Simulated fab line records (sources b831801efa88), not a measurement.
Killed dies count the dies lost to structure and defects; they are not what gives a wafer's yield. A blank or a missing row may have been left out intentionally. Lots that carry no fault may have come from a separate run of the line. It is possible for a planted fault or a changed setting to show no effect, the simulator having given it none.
Chamber matching :: flow sky130 :: 4 sister chambers for SKY_VIA4_CMP_21 on cmp-01
The step polishes, stops on SiO2, t overpolish 25 s, target thk 0 nm. 8 wafers are shown with their chamber, then 12 later ones without.

WAFERS, EACH WITH ITS CHAMBER
wafer: L082.4
chamber: 3
motorCurrentA (A): 11.7
timeToEndpointS (s): 121.0

wafer: L083.6
chamber: 3
motorCurrentA (A): 11.7
timeToEndpointS (s): 122.5

wafer: L085.3
chamber: 0
motorCurrentA (A): 10.3
timeToEndpointS (s): 124.1

wafer: L087.1
chamber: 0
motorCurrentA (A): 10.0
timeToEndpointS (s): 125.1

wafer: L087.2
chamber: 1
motorCurrentA (A): 11.1
timeToEndpointS (s): 121.1

wafer: L091.2
chamber: 1
motorCurrentA (A): 11.1
timeToEndpointS (s): 123.2

wafer: L091.4
chamber: 2
motorCurrentA (A): 12.7
timeToEndpointS (s): 120.4

wafer: L091.5
chamber: 2
motorCurrentA (A): 12.7
timeToEndpointS (s): 121.6

WAFERS MISSING THEIR CHAMBER
wafer: L093.1
motorCurrentA (A): 10.1
timeToEndpointS (s): 127.1

wafer: L093.4
motorCurrentA (A): 13.2
timeToEndpointS (s): 118.5

wafer: L093.5
motorCurrentA (A): 10.2
timeToEndpointS (s): 124.6

wafer: L094.3
motorCurrentA (A): 10.3
timeToEndpointS (s): 124.7

wafer: L094.4
motorCurrentA (A): 10.4
timeToEndpointS (s): 119.0

wafer: L094.6
motorCurrentA (A): 11.5
timeToEndpointS (s): 121.5

wafer: L095.1
motorCurrentA (A): 11.7
timeToEndpointS (s): 122.6

wafer: L095.2
motorCurrentA (A): 10.5
timeToEndpointS (s): 124.8

wafer: L095.3
motorCurrentA (A): 10.4
timeToEndpointS (s): 124.1

wafer: L097.2
motorCurrentA (A): 9.8
timeToEndpointS (s): 126.2

wafer: L097.5
motorCurrentA (A): 12.5
timeToEndpointS (s): 122.1

wafer: L097.6
motorCurrentA (A): 12.5
timeToEndpointS (s): 123.8

THE CHAMBER EACH PASSED THROUGH
wafer: L093.1
from the rows above: 0
in truth: 0

wafer: L093.4
from the rows above: 2
in truth: 2

wafer: L093.5
from the rows above: 0
in truth: 0

wafer: L094.3
from the rows above: 0
in truth: 0

wafer: L094.4
from the rows above: can't be placed: 0 or 1
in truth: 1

wafer: L094.6
from the rows above: can't be placed: 3 or 1
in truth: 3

wafer: L095.1
from the rows above: 3
in truth: 3

wafer: L095.2
from the rows above: 0
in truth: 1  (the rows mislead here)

wafer: L095.3
from the rows above: 0
in truth: 0

wafer: L097.2
from the rows above: 0
in truth: 0

wafer: L097.5
from the rows above: 2
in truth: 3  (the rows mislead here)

wafer: L097.6
from the rows above: 2
in truth: 2
8 of 12 placed correctly. From these rows, 2 cannot be placed; in 2 the true chamber is one of the candidates. Number placed wrongly: 2.
How it was worked out, from the rows above alone: a wafer's distance from a chamber is the root of the sum, over the readings, of the square of ((its reading less the chamber's mean) divided by the reading's scatter). If the next closest chamber is less than 2 further off than the closest, the wafer can't be placed; otherwise it belongs to the closest. Each chamber's mean is taken over the wafers shown for it. The scatter: take each reading less its chamber's mean, square it, sum over the shown wafers, divide by the number of wafers less the number of chambers, and take the root.
